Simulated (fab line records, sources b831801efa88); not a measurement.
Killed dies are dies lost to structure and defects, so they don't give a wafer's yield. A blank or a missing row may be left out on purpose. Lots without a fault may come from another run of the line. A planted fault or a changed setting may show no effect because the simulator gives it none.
Which tool did it? | flow gf180mcu | 6 lots, 18 wafers sampled, at 2 steps of a route of 602

WHAT THE GAUGES READ, wafer by wafer
GF_M4_OVL_MEAS_15.
lot  | measured     | on         | M4_OVL (nm)
L415 | day 24 08:02 | overlay-02 | -5 -7 -9
L416 | day 25 01:18 | overlay-02 | -5 -5 -7
L419 | day 25 21:05 | overlay-02 | -1 0 -3
L427 | day 28 06:59 | overlay-01 | 5 3 7
L430 | day 29 04:30 | overlay-02 | -2 0 -2
L433 | day 29 21:32 | overlay-01 | 7 4 10

WHICH TOOL RAN EACH LOT (tool, then ch and the chambers of the sampled wafers, then the start)
lot  | GF_V2_SPUTTER_22
L415 | pvd_sputter-02, day 21 07:09
L416 | pvd_sputter-02, day 22 02:44
L419 | pvd_sputter-02, day 23 00:07
L427 | pvd_sputter-04, day 25 13:49
L430 | pvd_sputter-02, day 26 13:19
L433 | pvd_sputter-01, day 27 06:59
- GF_V2_SPUTTER_22: material TiN, target thk 10 nm, time 40 s.

THE ANSWER, worked out from the rows above alone
Rule: what is usual is taken from the lots themselves. Put in order of their means at a reading, lots are off if they are a third of the lots or fewer, leave a main group of 4 or more, and stand apart from it by a gap of 3 or more times the standard deviation of the main group's means; of several such gaps the widest counts. A main group whose means are all the same, to the digits that the tables above print for the reading, isn't used. A lot without any number at a reading at which 4 lots or more have one is off too. The other lots that the step has rows for count as sound.
No lot is off at any reading shown: from this, nothing can be told.

WHAT THE SIMULATOR HAD PUT IN
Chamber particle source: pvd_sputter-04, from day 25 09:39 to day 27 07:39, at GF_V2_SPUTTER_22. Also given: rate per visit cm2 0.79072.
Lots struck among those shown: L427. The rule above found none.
